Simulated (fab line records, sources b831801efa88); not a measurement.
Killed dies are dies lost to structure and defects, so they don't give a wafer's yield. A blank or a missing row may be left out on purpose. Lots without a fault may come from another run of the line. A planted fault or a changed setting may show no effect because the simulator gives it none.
fab line records | flow sky130
record lots=11 wafers=33 last_day=49
route steps=708 shown METAL3@534 CAPM@551 PAD_OPEN@708
lots that met no fault: from a run of the same line without faults
start_h: hours from the record's first day to the start of the lot's first wafer shown | wait_h: hours since the lot's step before | " the same as in the row above | L1.1+2: a row that stands for several wafers | - no value, or no start given | * or withheld: withheld | < > ~ a bound
route shown NAME@n: a module of which the file shows steps, and the number in the route of the first | usual: mean/standard deviation of fault-free wafers | same: alike in all rows | chamber/n: place in a boat | sites: the reading at each site | _std_site: their standard deviation | _edge_site: outer sites' mean less inner sites' | radius_mm: how far each site lies from the wafer's centre | mask NAME#n: copy n | behind: the tool/chamber that last shaped the wafer | hold: why the lot was held/for how many hours/how that ended | device: the transistor (n, p or np) that didn't switch | end of line: the same wafers' tests at the end of the route | a step without rows: its recipe alone | killed: dies lost to structure and defects at the first sort, not the wafer's yield | map: a wafer's dies, x killed, . not, _ none there
set.NAME: the setting as run; set.NAME@STEP: as run at that earlier step | model.NAME: the simulator's own value behind a step, which no gauge read
steps of the route over a sample of lots; a table a step, a row a wafer
services: from which hour (start_h, from the record's first day; less than 0 if before it) a tool's chamber was out of use, for how many hours, and why
## steps
# step SKY_METAL3_SPUTTER_02
# recipe material=AlCu target_thk_nm=735 power_w=10600 time_s=39.1 chamber_pressure_pa=0.4
# usual chamber_pressure_pa=0.4000/0.0008 throttle_valve_pct=30.3/0.86
# columns lot.wafer tool chamber start_h wait_h chamber_pressure_pa throttle_valve_pct
L977.3 pvd_sputter-04 - 872.48 0.0 0.4003 28.8
L977.4 " - " " 0.3997 30.2
L977.6 " - " " 0.4000 28.7
L978.1 pvd_sputter-04 - 874.74 0.0 0.3997 30.0
L978.3 " - " " 0.4015 31.3
L978.4 " - " " 0.3993 31.1
L979.4 pvd_sputter-01 - 877.21 0.0 0.4001 29.1
L979.5 " - " " 0.3995 29.1
L979.6 " - " " 0.4002 31.6
L982.1 pvd_sputter-03 - 920.37 0.0 0.3998 30.7
L982.2 " - " " 0.4004 29.4
L982.3 " - " " 0.3999 29.9
L984.1 pvd_sputter-01 - 922.11 0.0 0.4003 29.5
L984.2 " - " " 0.4001 29.6
L984.4 " - " " 0.4003 31.7
L983.1 pvd_sputter-03 - 922.76 0.0 0.4017 30.5
L983.2 " - " " 0.4006 29.4
L983.4 " - " " 0.4007 29.9
L987.2 pvd_sputter-04 - 929.59 0.0 0.4001 29.1
L987.4 " - " " 0.4017 30.2
L987.5 " - " " 0.4008 31.3
L992.2 pvd_sputter-04 - 956.18 0.0 0.4003 28.7
L992.3 " - " " 0.4007 31.3
L992.4 " - " " 0.4009 31.3
L994.1 pvd_sputter-03 - 974.93 0.0 0.3994 30.6
L994.4 " - " " 0.3998 29.4
L994.5 " - " " 0.4006 29.1
L996.1 pvd_sputter-01 - 993.68 0.0 0.3987 31.6
L996.2 " - " " 0.4013 31.3
L996.6 " - " " 0.3986 29.5
L997.4 pvd_sputter-01 - 996.29 0.0 0.4009 31.3
L997.5 " - " " 0.3996 29.2
L997.6 " - " " 0.4010 31.5
# step SKY_CAPM_STRIP_14
# recipe chemistry=O2/N2 power_w=1400 pressure_mtorr=1500 platen_temp_c=withheld o2_flow_sccm=3000 n2_flow_sccm=300 overash_fraction=0.5
# usual chamber_pressure_mTorr=1500.1/1.4 drypump_motor_current_A=5.77/0.25 o2_flow_sccm=3000/8.6 oes_product_au=0.710/0.0042 strip_time_to_endpoint_s=12.38/0.047
# columns lot.wafer tool chamber start_h wait_h chamber_pressure_mTorr drypump_motor_current_A o2_flow_sccm oes_product_au rf_hours_counter_h strip_time_to_endpoint_s
L977.3 plasma_asher-02 1 898.97 0.1 1499.9 5.78 2997 0.719 - 12.38
L977.4 " 0 " " 1501.0 5.63 2995 0.707 - 12.40
L977.6 " 0 " " 1501.2 5.64 2994 0.710 - 12.37
L978.1 plasma_asher-03 0 900.63 0.1 1500.9 5.62 3002 0.713 106 12.40
L978.3 " 0 " " 1500.7 5.65 2988 0.709 - 12.38
L978.4 " 1 " " 1500.0 5.44 2994 0.708 - 12.38
L979.4 plasma_asher-02 0 902.91 0.1 1502.5 5.61 3008 0.710 - 12.37
L979.5 " 1 " " 1500.4 5.82 2987 0.711 - 12.41
L979.6 " 0 " " 1500.2 5.61 2996 0.710 - 12.41
L982.1 plasma_asher-02 1 944.67 0.1 1500.0 5.79 3003 0.704 19 12.32
L982.2 " 0 " " 1500.2 5.62 3012 0.703 19 12.37
L982.3 " 0 " " 1499.9 5.63 3016 0.718 - 12.36
L984.1 plasma_asher-03 0 946.77 0.1 1502.1 5.67 2993 0.714 111 12.39
L984.2 " 1 " " 1501.5 5.44 2998 0.712 111 12.44
L984.4 " 1 " " 1498.6 5.41 2989 0.712 - 12.49
L983.1 plasma_asher-02 0 947.23 0.1 1501.8 5.64 3002 0.708 20 12.41
L983.2 " 1 " " 1503.6 5.75 2994 0.714 20 12.40
L983.4 " 1 " " 1501.9 5.78 3003 0.712 - 12.33
L987.2 plasma_asher-02 1 953.68 0.1 1500.4 5.80 3010 0.709 20 12.34
L987.4 " 0 " " 1499.2 5.61 2993 0.718 - 12.38
L987.5 " 1 " " 1502.3 5.80 3012 0.712 - 12.43
L992.2 plasma_asher-02 1 980.38 0.1 1502.9 5.80 2998 0.707 23 12.41
L992.3 " 0 " " 1498.9 5.63 3009 0.709 - 12.33
L992.4 " 1 " " 1497.8 5.80 3003 0.708 - 12.45
L994.1 plasma_asher-03 0 998.88 0.1 1499.9 5.62 2999 0.710 116 12.27
L994.4 " 0 " " 1500.2 5.66 3002 0.714 - 12.34
L994.5 " 1 " " 1500.2 5.41 2991 0.710 - 12.29
L996.1 plasma_asher-02 0 1016.38 0.1 1499.7 5.61 2994 0.715 26 12.35
L996.2 " 1 " " 1502.2 5.79 2998 0.714 26 12.41
L996.6 " 0 " " 1500.5 5.62 2984 0.710 - 12.40
L997.4 plasma_asher-01 0 1019.11 0.1 1500.4 5.96 2995 0.713 - 12.37
L997.5 " 1 " " 1500.5 6.30 3004 0.708 - 12.33
L997.6 " 0 " " 1501.3 5.97 3015 0.707 - 12.42
# step SKY_METAL3_EXPOSE_10
# recipe mask_id=MM3 na=0.68 source_shape=annular sigma_inner=0.4 sigma_outer=0.8 target_cd_nm=300 dose_mj=28
# usual exposure_dose_mJ_cm2=27.998/0.028
# columns lot.wafer tool chamber start_h wait_h mask exposure_dose_mJ_cm2
L977.3 krf_scanner-02 0 912.88 - MM3#0 27.942
L977.4 " 0 " " MM3#0 27.980
L977.6 " 0 " " MM3#0 27.963
L978.1 krf_scanner-02 0 913.95 - MM3#0 27.951
L978.3 " 0 " " MM3#0 28.045
L978.4 " 0 " " MM3#0 28.006
L979.4 krf_scanner-01 0 916.44 - MM3#0 27.994
L979.5 " 0 " " MM3#0 28.017
L979.6 " 0 " " MM3#0 28.021
L982.1 krf_scanner-01 0 957.12 - MM3#0 28.011
L982.2 " 0 " " MM3#0 28.034
L982.3 " 0 " " MM3#0 28.032
L984.1 krf_scanner-02 0 959.24 - MM3#0 27.958
L984.2 " 0 " " MM3#0 28.016
L984.4 " 0 " " MM3#0 27.982
L983.1 krf_scanner-01 0 959.68 - MM3#0 28.037
L983.2 " 0 " " MM3#0 28.011
L983.4 " 0 " " MM3#0 28.002
L987.2 krf_scanner-02 0 967.25 - MM3#0 27.988
L987.4 " 0 " " MM3#0 27.971
L987.5 " 0 " " MM3#0 28.026
L992.2 krf_scanner-02 0 993.91 - MM3#0 23.923
L992.3 " 0 " " MM3#0 23.936
L992.4 " 0 " " MM3#0 23.947
L994.1 krf_scanner-02 0 1010.33 - MM3#0 24.714
L994.4 " 0 " " MM3#0 24.740
L994.5 " 0 " " MM3#0 24.713
L996.1 krf_scanner-01 0 1027.42 - MM3#0 28.006
L996.2 " 0 " " MM3#0 28.001
L996.6 " 0 " " MM3#0 27.991
L997.4 krf_scanner-01 0 1030.37 - MM3#0 27.947
L997.5 " 0 " " MM3#0 27.987
L997.6 " 0 " " MM3#0 28.012
# step SKY_METAL3_CD_MEAS_13
# recipe target_cd_nm=300
# usual cd_nm=300.2/1.4
# columns lot.wafer tool chamber start_h wait_h cd_nm
L977.3 cd_sem-02 - 925.00 - 301.0
L977.4 " - " " 300.7
L977.6 " - " " 299.4
L978.1 cd_sem-02 - 926.64 - 300.3
L978.3 " - " " 299.3
L978.4 " - " " 300.2
L979.4 cd_sem-01 - 928.20 - 296.2
L979.5 " - " " 298.5
L979.6 " - " " 297.8
L982.1 cd_sem-02 - 969.82 - 299.7
L982.2 " - " " 299.7
L982.3 " - " " 300.4
L984.1 cd_sem-02 - 972.02 - 302.6
L984.2 " - " " 303.0
L984.4 " - " " 305.4
L983.1 cd_sem-01 - 972.37 - 301.3
L983.2 " - " " 300.9
L983.4 " - " " 300.7
L987.2 cd_sem-01 - 978.44 - 299.8
L987.4 " - " " 301.0
L987.5 " - " " 301.1
L992.2 cd_sem-01 - 1003.99 - 328.0
L992.3 " - " " 328.8
L992.4 " - " " 327.4
L994.1 cd_sem-02 - 1021.11 - 322.1
L994.4 " - " " 322.8
L994.5 " - " " 320.4
L996.1 cd_sem-01 - 1038.51 - 300.9
L996.2 " - " " 300.9
L996.6 " - " " 300.9
L997.4 cd_sem-02 - 1041.93 - 295.8
L997.5 " - " " 298.3
L997.6 " - " " 298.3
# step SKY_METAL3_ETCH_17
# recipe target=SiO2 stop_on=TiN chemistry=C4F8/O2/Ar source_w=1500 bias_w=1200 pressure_mtorr=40 c4f8_flow_sccm=withheld O2_flow_sccm=6 Ar_flow_sccm=300 time_s=3.9 target_depth_a=150
# usual chamber_pressure_mTorr=40.00/0.04 oes_product_au=0.755/0.0078
# columns lot.wafer tool chamber start_h wait_h chamber_pressure_mTorr oes_product_au
L977.3 rie_diel-01 1 925.25 0.0 40.08 0.757
L977.4 " 2 " " 39.99 0.751
L977.6 " 1 " " 40.03 0.751
L978.1 rie_diel-02 1 926.92 0.1 39.95 0.753
L978.3 " 3 " " 40.03 0.750
L978.4 " 2 " " 40.02 0.749
L979.4 rie_diel-01 0 928.43 0.0 39.99 0.763
L979.5 " 2 " " 40.05 0.758
L979.6 " 3 " " 40.03 0.768
L982.1 rie_diel-03 0 970.10 0.1 40.03 0.763
L982.2 " 1 " " 39.99 0.757
L982.3 " 2 " " 40.04 0.756
L984.1 rie_diel-02 3 972.30 0.1 39.92 0.750
L984.2 " 1 " " 40.01 0.750
L984.4 " 2 " " 39.98 0.765
L983.1 rie_diel-01 2 972.65 0.1 40.03 0.744
L983.2 " 3 " " 39.98 0.759
L983.4 " 0 " " 40.09 0.761
L987.2 rie_diel-02 3 978.70 0.1 40.01 0.742
L987.4 " 1 " " 39.98 0.741
L987.5 " 0 " " 39.98 0.763
L992.2 rie_diel-02 3 1004.25 0.1 39.99 0.759
L992.3 " 0 " " 39.99 0.743
L992.4 " 2 " " 39.96 0.764
L994.1 rie_diel-02 3 1021.39 0.1 40.02 0.751
L994.4 " 0 " " 39.98 0.759
L994.5 " 0 " " 39.95 0.755
L996.1 rie_diel-01 1 1038.79 0.1 40.05 0.736
L996.2 " 0 " " 40.06 0.739
L996.6 " 3 " " 40.02 0.746
L997.4 rie_diel-03 1 1042.15 0.0 40.04 0.761
L997.5 " 3 " " 39.99 0.760
L997.6 " 0 " " 39.97 0.756
# step SKY_PAD_OPEN_PROBE_99
# usual defect_limited_yield=83.0/1.8 killed_at_M0_to_M3=43/7.5 killed_at_M4_up=3.0/1.6 killed_at_contacts=23/5.8 killed_at_front_end=14/4.8 killed_at_other=0.3/0.52 killed_dies=84/9.1 killed_open=47/7.2 killed_short=37/5.8 sort_bin_3_pad_short=0.9/0.38 sort_bin_5_function=10.0/1.5 sort_bin_6_memory=6.1/1.1 sort_n_pass=408/9.1 sort_yield_pct=83.0/1.8
# same gross_dies=492 killed_at_back_side=0 sort_bin_4_leakage[%]=0 sort_bin_8_speed[%]=0
# columns lot.wafer tool chamber start_h wait_h defect_limited_yield[%] killed_at_M0_to_M3 killed_at_M4_up killed_at_contacts killed_at_front_end killed_at_other killed_dies killed_open killed_short sort_bin_3_pad_short[%] sort_bin_5_function[%] sort_bin_6_memory[%] sort_n_pass sort_yield_pct[%]
L977.3 prober-02 - 1095.65 0.2 84.6 45 3 16 12 0 76 44 32 1.2 8.7 5.5 416 84.6
L977.4 prober-02 - 1095.70 0.2 81.3 42 2 36 12 0 92 50 42 0.6 10.4 7.7 400 81.3
L977.6 prober-02 - 1095.80 0.2 83.9 34 3 26 16 0 79 43 33 1.4 8.3 6.3 413 83.9
L978.1 prober-01 - 1096.01 0.1 84.3 38 4 26 7 2 77 46 31 0.4 8.1 7.1 415 84.3
L978.3 prober-01 - 1096.11 0.2 82.7 47 3 23 12 0 85 45 40 0.6 9.6 7.1 407 82.7
L978.4 prober-01 - 1096.16 0.2 84.8 39 1 22 13 0 75 46 29 0.8 10.0 4.5 417 84.8
L979.4 prober-01 - 1097.66 0.2 82.7 43 3 24 15 0 85 51 34 0.8 8.3 8.1 407 82.7
L979.5 prober-01 - 1097.71 0.2 81.1 41 1 30 21 0 93 54 39 0.8 12.0 6.1 399 81.1
L979.6 prober-01 - 1097.76 0.2 83.9 36 2 28 13 0 79 36 43 0.8 9.8 5.5 413 83.9
L982.1 prober-01 - 1135.97 0.1 84.6 35 6 19 16 0 76 53 23 0.4 8.9 6.1 416 84.6
L982.2 prober-01 - 1136.02 0.1 85.4 41 2 18 11 0 72 42 30 0.2 9.3 5.1 420 85.4
L982.3 prober-01 - 1136.07 0.2 82.5 39 4 27 16 0 86 52 34 0.2 9.8 7.5 406 82.5
L984.1 prober-02 - 1136.12 0.1 83.1 40 6 20 16 1 83 49 34 0.8 9.3 6.7 409 83.1
L984.2 prober-02 - 1136.17 0.1 85.0 36 2 18 18 0 74 41 33 0.4 8.7 5.9 418 85.0
L984.4 prober-02 - 1136.27 0.2 86.8 28 3 22 12 0 65 39 26 0.6 8.3 4.3 427 86.8
L983.1 prober-01 - 1137.47 0.1 83.7 34 4 23 18 1 80 41 39 1.0 10.4 4.9 412 83.7
L983.2 prober-01 - 1137.52 0.1 85.4 27 4 22 19 0 72 42 30 1.0 7.9 5.7 420 85.4
L983.4 prober-01 - 1137.62 0.2 80.7 47 3 16 29 0 95 51 44 1.6 12.4 5.3 397 80.7
L987.2 prober-01 - 1140.14 0.1 82.1 36 5 25 21 1 88 52 36 1.0 9.3 7.5 404 82.1
L987.4 prober-01 - 1140.24 0.2 80.3 45 3 29 19 1 97 56 41 1.0 11.6 7.1 395 80.3
L987.5 prober-01 - 1140.29 0.2 80.9 29 5 30 29 1 94 58 36 1.4 12.6 5.1 398 80.9
L992.2 prober-01 - 1160.55 0.1 83.3 47 3 21 11 0 82 34 47 1.6 11.4 3.7 410 83.3
L992.3 prober-01 - 1160.60 0.2 84.1 52 4 15 7 0 78 48 28 1.2 9.8 4.9 414 84.1
L992.4 prober-01 - 1160.65 0.2 85.4 30 3 26 13 0 72 40 31 1.6 7.5 5.5 420 85.4
L994.1 prober-01 - 1174.59 0.1 82.5 51 2 19 14 0 86 52 34 1.0 8.1 8.3 406 82.5
L994.4 prober-01 - 1174.74 0.2 79.1 54 4 32 13 0 103 65 38 1.0 11.8 8.1 389 79.1
L994.5 prober-01 - 1174.79 0.2 83.5 38 3 26 14 0 81 51 30 1.2 9.1 6.1 411 83.5
L996.1 prober-01 - 1183.98 0.1 83.9 50 2 19 7 1 79 51 28 1.2 8.5 6.3 413 83.9
L996.2 prober-01 - 1184.03 0.1 83.3 50 4 18 10 0 82 40 42 0.8 9.6 6.3 410 83.3
L996.6 prober-01 - 1184.23 0.2 83.9 45 0 21 12 1 79 46 33 0.4 9.1 6.5 413 83.9
L997.4 prober-02 - 1185.63 0.2 81.7 41 4 28 17 0 90 49 41 0.8 10.2 7.3 402 81.7
L997.5 prober-02 - 1185.68 0.2 84.6 33 4 29 10 0 76 40 36 1.2 9.3 4.9 416 84.6
L997.6 prober-02 - 1185.73 0.2 82.9 47 1 22 14 0 84 48 36 0.8 8.7 7.5 408 82.9
# killed by level:class
L977.3 VIA1:geometric_particle:open=12 METAL2:geometric_particle:short=8 CONTACT:geometric_particle:open=7 LI_CONTACT:geometric_particle:open=6 VIA1:geometric_particle:short=5 VIA2:geometric_particle:open=5 VIA3:geometric_particle:open=4 POLY_GATE:geometric_particle:open=3
L977.4 CONTACT:geometric_particle:open=13 VIA3:geometric_particle:short=10 VIA1:geometric_particle:open=9 LI_CONTACT:geometric_particle:open=8 CONTACT:geometric_particle:short=6 LOCAL_INTERCONNECT:geometric_particle:short=5 VIA3:geometric_particle:open=5 METAL1:geometric_particle:short=4
L977.6 LI_CONTACT:geometric_particle:open=9 CONTACT:geometric_particle:open=9 VIA1:geometric_particle:open=9 VIA2:geometric_particle:open=7 LOCAL_INTERCONNECT:geometric_particle:short=5 FIELD_ISO:geometric_particle:short=4 VIA1:geometric_particle:short=4 FIELD_ISO:geometric_particle:open=3
L978.1 CONTACT:geometric_particle:open=13 VIA3:geometric_particle:open=9 VIA1:geometric_particle:open=8 CONTACT:geometric_particle:short=5 VIA3:geometric_particle:short=5 LI_CONTACT:geometric_particle:open=4 LI_CONTACT:geometric_particle:short=3 METAL2:geometric_particle:short=3
L978.3 VIA3:geometric_particle:open=10 CONTACT:geometric_particle:open=8 METAL1:geometric_particle:short=7 LI_CONTACT:geometric_particle:open=6 VIA1:geometric_particle:open=6 VIA2:geometric_particle:open=6 VIA1:geometric_particle:short=5 CONTACT:geometric_particle:short=4
L978.4 LI_CONTACT:geometric_particle:open=10 CONTACT:geometric_particle:open=9 VIA1:geometric_particle:short=7 VIA1:geometric_particle:open=6 VIA3:geometric_particle:open=5 VIA2:geometric_particle:open=5 POLY_CUT:geometric_particle:open=4 METAL2:geometric_particle:short=4
L979.4 VIA1:geometric_particle:open=11 VIA2:geometric_particle:open=11 CONTACT:geometric_particle:open=10 CONTACT:geometric_particle:short=5 LI_CONTACT:geometric_particle:open=4 POLY_GATE:geometric_particle:open=3 VIA1:geometric_particle:short=3 SPACER:geometric_particle:short=3
L979.5 CONTACT:geometric_particle:open=15 VIA1:geometric_particle:open=15 VIA1:geometric_particle:short=8 VIA2:geometric_particle:open=5 POLY_GATE:geometric_particle:short=5 LOCAL_INTERCONNECT:geometric_particle:short=5 FIELD_ISO:geometric_particle:open=4 FIELD_ISO:geometric_particle:short=4
L979.6 VIA1:geometric_particle:open=12 CONTACT:geometric_particle:short=9 LOCAL_INTERCONNECT:geometric_particle:short=6 CONTACT:geometric_particle:open=6 VIA3:geometric_particle:open=5 LI_CONTACT:geometric_particle:open=4 VIA1:geometric_particle:short=4 VIA3:geometric_particle:short=4
L982.1 VIA1:geometric_particle:open=13 CONTACT:geometric_particle:open=9 VIA3:geometric_particle:open=8 POLY_GATE:geometric_particle:open=6 LI_CONTACT:geometric_particle:open=5 FIELD_ISO:geometric_particle:open=4 METAL4:geometric_particle:short=4 METAL2:geometric_particle:short=4
L982.2 VIA1:geometric_particle:open=12 CONTACT:geometric_particle:open=8 LI_CONTACT:geometric_particle:open=4 LOCAL_INTERCONNECT:geometric_particle:short=4 METAL1:geometric_particle:short=4 METAL1:geometric_particle:open=4 VIA1:geometric_particle:short=4 VIA2:geometric_particle:open=4
L982.3 CONTACT:geometric_particle:open=10 VIA1:geometric_particle:open=9 LI_CONTACT:geometric_particle:open=7 VIA3:geometric_particle:open=7 CONTACT:geometric_particle:short=4 POLY_GATE:geometric_particle:open=4 LOCAL_INTERCONNECT:geometric_particle:short=4 VIA1:geometric_particle:short=4
L984.1 VIA1:geometric_particle:open=9 POLY_GATE:geometric_particle:open=7 LI_CONTACT:geometric_particle:open=7 CONTACT:geometric_particle:open=7 VIA3:geometric_particle:open=7 METAL2:geometric_particle:short=5 METAL1:geometric_particle:short=4 CONTACT:geometric_particle:short=4
L984.2 VIA1:geometric_particle:open=11 VIA2:geometric_particle:open=9 LI_CONTACT:geometric_particle:open=5 LOCAL_INTERCONNECT:geometric_particle:short=5 VIA3:geometric_particle:open=5 FIELD_ISO:geometric_particle:open=4 FIELD_ISO:geometric_particle:short=3 SPACER:geometric_particle:short=3
L984.4 LI_CONTACT:geometric_particle:open=9 VIA1:geometric_particle:open=8 CONTACT:geometric_particle:open=7 VIA3:geometric_particle:open=6 FIELD_ISO:geometric_particle:short=5 METAL2:geometric_particle:short=3 METAL1:geometric_particle:short=3 CONTACT:geometric_particle:short=3
L983.1 CONTACT:geometric_particle:open=11 VIA3:geometric_particle:open=7 CONTACT:geometric_particle:short=6 VIA1:geometric_particle:open=5 FIELD_ISO:geometric_particle:short=4 POLY_GATE:geometric_particle:open=4 METAL2:geometric_particle:short=4 VIA2:geometric_particle:open=4
L983.2 POLY_GATE:geometric_particle:short=10 CONTACT:geometric_particle:open=10 LI_CONTACT:geometric_particle:open=7 VIA1:geometric_particle:open=7 VIA3:geometric_particle:open=4 METAL2:geometric_particle:short=4 FIELD_ISO:geometric_particle:short=3 FIELD_ISO:geometric_particle:open=2
L983.4 VIA1:geometric_particle:open=15 VIA1:geometric_particle:short=8 METAL1:geometric_particle:short=8 FIELD_ISO:geometric_particle:open=7 VIA3:geometric_particle:open=7 FIELD_ISO:geometric_particle:short=6 POLY_GATE:geometric_particle:short=6 CONTACT:geometric_particle:open=6
L987.2 LI_CONTACT:geometric_particle:open=11 VIA2:geometric_particle:open=8 VIA1:geometric_particle:open=6 VIA3:geometric_particle:open=6 FIELD_ISO:geometric_particle:open=5 POLY_GATE:geometric_particle:open=5 METAL1:geometric_particle:short=5 FIELD_ISO:geometric_particle:short=4
L987.4 CONTACT:geometric_particle:open=11 LI_CONTACT:geometric_particle:open=9 METAL2:geometric_particle:short=9 VIA2:geometric_particle:open=9 FIELD_ISO:geometric_particle:open=8 METAL1:geometric_particle:short=8 VIA1:geometric_particle:open=6 POLY_GATE:geometric_particle:short=3
L987.5 LI_CONTACT:geometric_particle:open=11 POLY_GATE:geometric_particle:open=8 VIA1:geometric_particle:open=8 CONTACT:geometric_particle:open=7 FIELD_ISO:geometric_particle:open=6 CONTACT:geometric_particle:short=6 VIA3:geometric_particle:open=5 POLY_GATE:geometric_particle:short=4
L992.2 METAL1:geometric_particle:short=9 VIA1:geometric_particle:open=9 CONTACT:geometric_particle:short=7 VIA1:geometric_particle:short=7 LOCAL_INTERCONNECT:geometric_particle:short=6 CONTACT:geometric_particle:open=6 METAL2:geometric_particle:short=6 VIA3:geometric_particle:open=4
L992.3 VIA1:geometric_particle:open=16 VIA2:geometric_particle:open=7 LI_CONTACT:geometric_particle:open=7 VIA3:geometric_particle:open=7 METAL2:geometric_particle:short=6 CONTACT:geometric_particle:open=5 VIA1:geometric_particle:short=5 FIELD_ISO:geometric_particle:short=4
L992.4 CONTACT:geometric_particle:open=10 LI_CONTACT:geometric_particle:open=9 VIA1:geometric_particle:open=7 METAL2:geometric_particle:short=7 FIELD_ISO:geometric_particle:open=6 METAL1:geometric_particle:short=4 METAL4:geometric_particle:short=3 LI_CONTACT:geometric_particle:short=3
L994.1 VIA1:geometric_particle:open=16 CONTACT:geometric_particle:open=8 VIA2:geometric_particle:open=8 VIA3:geometric_particle:open=7 CONTACT:geometric_particle:short=6 VIA1:geometric_particle:short=6 METAL2:geometric_particle:short=5 FIELD_ISO:geometric_particle:open=3
L994.4 CONTACT:geometric_particle:open=14 LI_CONTACT:geometric_particle:open=10 VIA1:geometric_particle:open=10 VIA2:geometric_particle:open=9 VIA3:geometric_particle:open=7 CONTACT:geometric_particle:short=5 METAL1:geometric_particle:short=5 METAL2:geometric_particle:short=5
L994.5 CONTACT:geometric_particle:open=13 VIA3:geometric_particle:open=9 VIA2:geometric_particle:open=7 LI_CONTACT:geometric_particle:open=7 VIA1:geometric_particle:open=5 FIELD_ISO:geometric_particle:open=4 METAL1:geometric_particle:short=4 CONTACT:geometric_particle:short=4
L996.1 VIA1:geometric_particle:open=15 VIA3:geometric_particle:open=9 CONTACT:geometric_particle:open=8 VIA2:geometric_particle:open=7 VIA1:geometric_particle:short=7 LI_CONTACT:geometric_particle:open=6 FIELD_ISO:geometric_particle:open=3 LI_CONTACT:geometric_particle:short=3
L996.2 VIA1:geometric_particle:open=16 METAL1:geometric_particle:short=6 LI_CONTACT:geometric_particle:open=5 VIA3:geometric_particle:open=5 FIELD_ISO:geometric_particle:short=4 VIA2:geometric_particle:short=4 LI_CONTACT:geometric_particle:short=4 VIA1:geometric_particle:short=4
L996.6 VIA1:geometric_particle:open=13 VIA2:geometric_particle:open=7 LI_CONTACT:geometric_particle:open=6 VIA1:geometric_particle:short=6 CONTACT:geometric_particle:open=5 METAL2:geometric_particle:short=5 FIELD_ISO:geometric_particle:short=4 POLY_GATE:geometric_particle:open=4
L997.4 VIA1:geometric_particle:open=11 LI_CONTACT:geometric_particle:open=9 CONTACT:geometric_particle:open=7 METAL1:geometric_particle:short=7 VIA1:geometric_particle:short=7 POLY_GATE:geometric_particle:short=6 FIELD_ISO:geometric_particle:short=5 LOCAL_INTERCONNECT:geometric_particle:short=5
L997.5 CONTACT:geometric_particle:open=11 VIA1:geometric_particle:open=8 METAL1:geometric_particle:short=8 LI_CONTACT:geometric_particle:open=7 CONTACT:geometric_particle:short=6 FIELD_ISO:geometric_particle:short=5 VIA2:geometric_particle:open=5 VIA3:geometric_particle:short=4
L997.6 VIA1:geometric_particle:open=10 CONTACT:geometric_particle:open=8 VIA2:geometric_particle:open=8 CONTACT:geometric_particle:short=6 METAL2:geometric_particle:short=6 LI_CONTACT:geometric_particle:open=5 VIA3:geometric_particle:short=5 VIA3:geometric_particle:open=4
## services
# columns tool chamber start_h hours kind
rie_diel-02 3 852.31 7.6 repair
rie_diel-01 2 856.82 5.7 repair
krf_scanner-01 - 861.99 0.8 pm
krf_scanner-02 - 864.92 1.7 repair
rie_diel-03 0 871.78 10.1 repair
rie_diel-02 2 886.67 4.8 repair
krf_scanner-02 - 887.67 1.0 pm
pvd_sputter-03 - 899.98 5.2 repair
krf_scanner-01 - 906.94 1.0 pm
krf_scanner-02 - 914.23 4.4 pm
krf_scanner-01 - 917.23 0.3 repair
krf_scanner-01 - 920.14 1.3 pm
krf_scanner-02 - 923.36 0.8 pm
rie_diel-03 2 937.70 2.7 repair
rie_diel-02 2 948.86 3.0 repair
rie_diel-01 0 956.52 10.5 repair
pvd_sputter-03 - 956.95 2.0 repair
plasma_asher-02 - 968.48 3.2 repair
rie_diel-03 1 982.91 5.8 repair
pvd_sputter-04 - 995.11 10.4 repair
krf_scanner-02 - 1003.64 1.3 pm
plasma_asher-03 - 1022.89 5.8 repair
krf_scanner-01 - 1030.79 0.8 pm
pvd_sputter-03 - 1032.88 9.4 repair
## key
first_sign step=SKY_METAL3_EXPOSE_10 reading=exposure_dose_mJ_cm2 direction=down sigmas=99+ usual=* struck=*
effect step=SKY_METAL3_CD_MEAS_13 reading=cd_nm direction=up sigmas=18 usual=300.2 struck=324.9 through=control_loop
met_at SKY_METAL3_EXPOSE_10
struck_lots L992,L994
loop_trim step=SKY_METAL3_EXPOSE_10 setting=dose lots=L994
not_acting_at SKY_METAL3_SPUTTER_02,SKY_CAPM_STRIP_14,SKY_METAL3_ETCH_17
onset_between 967.25 993.91
fault kind=process_parameter_drift tool=krf_scanner-02 chamber=- onset_h=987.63 steps=SKY_METAL3_EXPOSE_10 channel=dose_mj offset=-4.0814 shape=step acts_in=these_recipes_only stated=28
# loop_trim: a control loop set the setting to another value than it would have without faults
